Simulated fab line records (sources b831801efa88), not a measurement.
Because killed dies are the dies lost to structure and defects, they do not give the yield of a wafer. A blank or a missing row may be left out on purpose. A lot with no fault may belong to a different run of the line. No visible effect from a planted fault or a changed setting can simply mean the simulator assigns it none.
Matching of chambers ; flow gf180mcu ; GF_V2_CMP_26 on cmp-02: 4 sister chambers
The step polishes, stops on SiO2, t overpolish 15 s, target thk 0 nm. 4 wafers are shown with their chamber, then 8 later ones without.

## WAFERS PAIRED WITH THEIR CHAMBERS
wafer;chamber;motorCurrentA (A)
L592.5;0;12.8
L594.2;2;11.0
L594.3;3;10.5
L595.1;1;10.0

## WAFERS WITHOUT THEIR CHAMBER
wafer;motorCurrentA (A)
L595.3;11.0
L595.4;13.0
L598.4;13.6
L598.5;11.8
L598.6;9.9
L599.2;9.8
L599.5;11.2
L599.6;10.8

## WHICH CHAMBER EACH ONE RAN IN
wafer;from the rows above;in truth
L595.3;can't be placed: 2 or 3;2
L595.4;0;0
L598.4;0;0
L598.5;can't be placed: 2 or 0 or 3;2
L598.6;can't be placed: 1 or 3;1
L599.2;can't be placed: 1 or 3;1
L599.5;can't be placed: 2 or 3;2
L599.6;can't be placed: 2 or 3 or 1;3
2 of 8 placed correctly. Can't be placed from these rows: 6 (the true chamber is among the candidates in 6). Number placed wrongly: 0.
How it was worked out, from the rows above alone: a wafer's distance from a chamber is the root of the sum, over the readings, of the square of ((its reading less the chamber's mean) divided by the reading's scatter). The wafer belongs to the nearest chamber; if the next one is less than 2 further off, it can't be placed. Each chamber's mean is taken over the wafers shown for it. The scatter (one wafer shown for each chamber): square how far every hidden wafer sits from the nearest shown wafer, average those squares and take the square root.
